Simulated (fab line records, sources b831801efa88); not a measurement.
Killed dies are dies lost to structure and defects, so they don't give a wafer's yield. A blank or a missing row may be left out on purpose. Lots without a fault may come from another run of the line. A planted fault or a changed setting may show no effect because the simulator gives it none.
One fault seen from 2 desks | flow gf180mcu | each desk has only its own numbers; what lay behind them comes last

THE METROLOGY DESK
What the gauges read, lot by lot, whatever tool the lot ran on: means of the sampled wafers that have a number. A lot is out of limits, marked OUT, if its mean lies more than 4 standard deviations from the usual mean; the brackets give that distance.
Columns: A = VT_IMPLANT_TW at GF_VT_IMPLANT_TW_MEAS_10, usual 562; B = VT_IMPLANT_02_OVL at GF_VT_IMPLANT_OVL_MEAS_29, usual -1.2 nm
lot  | first seen here | A              | B
L530 | day 6 17:27     | 562            | -1.4
L531 | day 7 00:07     | 565            | -0.6
L533 | day 7 11:34     | 565            | -1.0
L534 | day 7 17:06     | 591 (+8.4) OUT | 0.2
L535 | day 7 22:52     | 599 (+11) OUT  | -2.8
L541 | day 9 10:16     | 563            | -0.9
L542 | day 9 15:56     | 566            | 0.1
L544 | day 10 07:26    | 557            | -2.6
L545 | day 10 13:02    | 558            | -3.2
L546 | day 10 19:27    | 558            | -1.9
L547 | day 11 02:32    | 560            | -0.8
L548 | day 11 05:51    | 558            | -3.9
This desk's finding: out of limits on L534, L535; first on L534, day 7 17:06 (VT_IMPLANT_TW at GF_VT_IMPLANT_TW_MEAS_10). In limits: L530, L531, L533, L541, L542, L544, L545, L546, L547, L548.

THE TOOL OWNER'S DESK: implanter-02
The tool's own readings at GF_VT_IMPLANT_IMPLANT_08: means of the sampled wafers that have a number, for each lot that ran on this tool. A lot is out of limits, marked OUT, if its mean lies more than 4 standard deviations from the usual mean; the brackets give that distance.
Columns: A = dose_ions_cm2 at GF_VT_IMPLANT_IMPLANT_08, usual 8.286e+12; B = faraday_current_uA at GF_VT_IMPLANT_IMPLANT_08, usual 46.7
lot  | first seen here | A                           | B
L530 | day 6 17:12     | 8.305e+12                   | 46.2
L531 | day 6 23:54     | 8.294e+12                   | 46.4
L534 | day 7 16:51     | 9.955e+12 (+99 or more) OUT | 55.3 (+9.1) OUT
L535 | day 7 22:38     | 9.958e+12 (+99 or more) OUT | 56.7 (+11) OUT
This desk's finding: out of limits on L534, L535; first on L534, day 7 16:51 (dose_ions_cm2 at GF_VT_IMPLANT_IMPLANT_08). In limits: L530, L531.

PUT TOGETHER
The tool owner's desk could have raised an alarm at day 7 16:51, on L534, L535.
The metrology desk could have raised an alarm at day 7 17:06, on L534, L535.
Of the lots named, all ran GF_VT_IMPLANT_IMPLANT_08 on implanter-02.

WHAT THE SIMULATOR HAD PUT IN
Process parameter drift: implanter-02, from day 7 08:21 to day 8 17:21, at GF_VT_IMPLANT_IMPLANT_08. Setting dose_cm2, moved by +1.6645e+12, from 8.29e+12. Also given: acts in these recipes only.
Lots struck among those shown: L534, L535.
Hours from the fault's start to each desk's first reading out of limits: the tool owner's desk, 8; the metrology desk, 9.
